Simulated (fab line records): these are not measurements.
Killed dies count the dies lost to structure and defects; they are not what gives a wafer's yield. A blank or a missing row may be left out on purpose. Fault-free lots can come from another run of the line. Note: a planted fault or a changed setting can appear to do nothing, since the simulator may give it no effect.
A struck lot beside a sound one / flow sky130 / 15 steps out of a route of 708
Sound: the wafers L114.2, L114.3, L114.6. Struck: wafers L121.2, L121.4. (L121.3 of the same lot was not struck and is left out.) The cause comes at the end.
Order at every step that has rows: each side's tool, ch and its chambers, its first start. Under that, the readings that differ: sound wafers / struck wafers / difference of the means / sigmas: that difference in standard deviations of wafers without a fault.
alike: readings whose means differ by less than 2 such deviations, and words and numbers that are the same on both sides. not compared: withheld readings, readings that some wafer has no value for, bounds like >300 that may hide the same value, and numbers for which the record gives no deviation and whose values overlap.
The two part at a step that has a row with sigmas, a row that says differs or no value, or rows on one side only. Non-overlapping numbers with no deviation appear without sigmas and do not part them. A reading that every wafer of one side lacks parts them only if that side has two wafers or more.

SKY_RES_XHIGH_TW_MEAS_09:
  sound on film_metro-02 at day 28 02:20; struck on film_metro-02 at day 30 17:05
  alike: RES_XHIGH_TW
then, 7 steps without rows for these wafers: SKY_SD_N_DEHYDRATE_00 (time 60 s); SKY_SD_N_HMDS_01 (prime time 60 s); SKY_SD_N_COAT_02 (resist thk 1140 nm); SKY_SD_N_SOFTBAKE_03 (time 60 s); SKY_SD_N_EXPOSE_04 (exposes mask NSDM, target cd 380 nm); SKY_SD_N_PEB_05; SKY_SD_N_DEVELOP_06 (develop time 60 s).
SKY_SD_N_CD_MEAS_07: the cd target is 380 nm.
  sound on cd_sem-02 at day 29 06:08; struck on cd_sem-01 at day 31 20:05
  alike: cd_nm
SKY_SD_N_OVL_MEAS_08:
  sound on overlay-02 at day 29 06:14; struck on overlay-02 at day 31 20:11
  alike: SD_N_OVL
then, 2 steps without rows for these wafers: SKY_SD_N_IMPLANT_09; SKY_SD_N_IMPLANT_10.
SKY_SD_N_STRIP_11: strips in O2/N2.
  sound on plasma_asher-04 ch 0, day 29 06:34; struck on plasma_asher-01 ch 1, day 31 20:49
reading=drypump_motor_current_A (A); sound=6.7 6.7 6.7; struck=5.0 5.0; difference=-1.7; sigmas=-3
reading=oes_product_au (a.u.); sound=0.528 0.533 0.533; struck=0.514 0.515; difference=-0.017; sigmas=-4
reading=strip_time_to_endpoint_s (s); sound=22.56 22.53 22.51; struck=23.85 23.84; difference=+1.31; sigmas=+33
  not compared: rf_hours_counter_h
SKY_SD_N_TW_MEAS_12:
  sound on film_metro-02 at day 29 06:41; struck on film_metro-01 at day 31 20:56
  alike: SD_N_TW
-- a jump in the record: the struck wafers' starts before and after are 17 days apart (it breaks off in module SD_N and resumes in module PAD_OPEN, where the first step shown is number 708 of the route) --
SKY_PAD_OPEN_PROBE_99:
  record: rows for the struck wafers here (prober-01, day 48 14:52), none for the sound ones

## WHERE THEY PART
Earliest at SKY_SD_N_STRIP_11; latest, in this record, at SKY_PAD_OPEN_PROBE_99.

WHY: what the simulator had put in
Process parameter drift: plasma_asher-01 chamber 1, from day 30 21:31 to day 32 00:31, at SKY_SD_N_STRIP_11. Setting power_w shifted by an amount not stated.
